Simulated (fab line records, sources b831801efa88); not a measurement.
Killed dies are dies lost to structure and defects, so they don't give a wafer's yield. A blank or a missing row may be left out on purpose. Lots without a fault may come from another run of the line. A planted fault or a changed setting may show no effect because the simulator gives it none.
A struck lot beside a sound one | flow sky130 | 15 steps out of a route of 708
Sound: wafers L618.1, L618.3, L618.5. Struck: wafers L625.2, L625.3, L625.6. The cause comes at the end.
At each step with rows: each side's tool, then ch and its chambers, then its first start. Under that, the readings that differ: sound wafers | struck wafers | difference of the means | sigmas: that difference in standard deviations of wafers without a fault.
alike: readings whose means differ by less than 2 such deviations, and words and numbers that are the same on both sides. not compared: withheld readings, readings that some wafer has no value for, bounds like >300 that may hide the same value, and numbers for which the record gives no deviation and whose values overlap.
The two part at a step that has a row with sigmas, a row that says differs or no value, or rows on one side only. Numbers that don't overlap but have no deviation are shown without sigmas and don't part them. A reading that every wafer of one side lacks parts them only if that side has two wafers or more.

SKY_VIA4_OVL_MEAS_11:
  sound on overlay-01, day 44 08:20; struck on overlay-01, day 45 23:38
  alike: VIA4_OVL
SKY_VIA4_ETCH_12: etches SiO2 in C4F8/O2/Ar, stops on TiN, target depth 580 nm.
  sound on rie_diel-03 ch 1,2,3, day 44 08:23; struck on rie_diel-04 ch 0,1,2, day 45 23:40
  alike: oes_product_au
SKY_VIA4_STRIP_13: strips in O2/N2.
  sound on plasma_asher-02 ch 0,1, day 44 08:27; struck on plasma_asher-01 ch 0,1, day 45 23:44
  alike: drypump_motor_current_A, oes_product_au, strip_time_to_endpoint_s
  not compared: rf_hours_counter_h
then, 5 steps without rows for these wafers: SKY_VIA4_STRIP_14 (strips in post etch residue remover, time 1200 s); SKY_VIA4_CLEAN_15 (cleans in IPA, time 180 s); SKY_VIA4_CLEAN_16 (cleans in O3/DIW); SKY_VIA4_SPUTTER_17 (material TiN, target thk 20 nm, time 80 s); SKY_VIA4_CVD_18 (deposits W, target thk 505 nm, time 152.14 s).
SKY_VIA4_RS_MEAS_19: measures by four-point-probe.
  sound on film_metro-03, day 44 09:17; struck on film_metro-01, day 46 00:35
  alike: VIA4_W_RS
SKY_VIA4_THK_MEAS_20: measures by xrf.
  sound on film_metro-03, day 44 09:25; struck on film_metro-01, day 46 00:41
  alike: VIA4_W_THK
SKY_VIA4_CMP_21: polishes, stops on SiO2, t overpolish 25 s, target thk 0 nm.
  sound on cmp-02 ch 0,2, day 44 09:31; struck on cmp-02 ch 2,3, day 46 00:44
  alike: edge_zone_pressure_frac, motor_current_A, overpolish_run_s, time_to_endpoint_s
SKY_METAL5_SPUTTER_00: material Ti, target thk 15 nm, time 10 s.
  sound on pvd_sputter-04, day 44 09:46; struck on pvd_sputter-04, day 46 01:02
  alike: cathode_dc_power_W, chamber_pressure_pa, throttle_valve_pct
SKY_METAL5_SPUTTER_01: material TiN, target thk 20 nm, time 16.7 s.
  sound on pvd_sputter-04, day 44 09:48; struck on pvd_sputter-04, day 46 01:04
  no value came back on the struck wafers for cathode_dc_power_W (W), chamber_pressure_pa (Pa), throttle_valve_pct (%); on the sound wafers cathode_dc_power_W (W) reads 6499.9 6500.2 6499.7
SKY_METAL5_SPUTTER_02: material AlCu, target thk 1150 nm, time 61.2 s.
  sound on pvd_sputter-04, day 44 09:49; struck on pvd_sputter-04, day 46 01:05
  alike: cathode_dc_power_W, chamber_pressure_pa, throttle_valve_pct
-- the record jumps here: 3 days lie between the struck wafers' starts before and after (it left off in module METAL5 and takes up again in module PAD_OPEN, whose first step shown is number 708 of the route) --
SKY_PAD_OPEN_PROBE_99:
  sound on prober-01, day 47 03:45; struck on prober-02, day 48 14:52
  reading                       | sound                   | struck                  | difference | sigmas
  model.etest.via4_chain.rc_ohm | 0.8083 0.796 0.7958     | 0.7648 0.7709 0.7767    | -0.0292    |
  model.etest.met5.rs_ohm_sq    | 0.02726 0.02727 0.02723 | 0.02772 0.02774 0.02752 | +0.00041   |
  model.etest.met5.line_ohm_um  | 0.01705 0.01695 0.01706 | 0.0173 0.01735 0.01717  | +0.0003    |
  alike: defect_limited_yield, killed_at_M0_to_M3, killed_at_M4_up, killed_at_contacts, killed_at_front_end, killed_at_other, killed_dies, killed_on_rim, killed_open, killed_short, sort_bin_3_pad_short, sort_bin_5_function, sort_bin_6_memory, sort_n_pass, sort_yield_pct

WHERE THEY PART
Only at SKY_METAL5_SPUTTER_01, within this record. Later steps at which nothing parts them and some readings are alike: SKY_METAL5_SPUTTER_02, SKY_PAD_OPEN_PROBE_99.

WHY: what the simulator had put in
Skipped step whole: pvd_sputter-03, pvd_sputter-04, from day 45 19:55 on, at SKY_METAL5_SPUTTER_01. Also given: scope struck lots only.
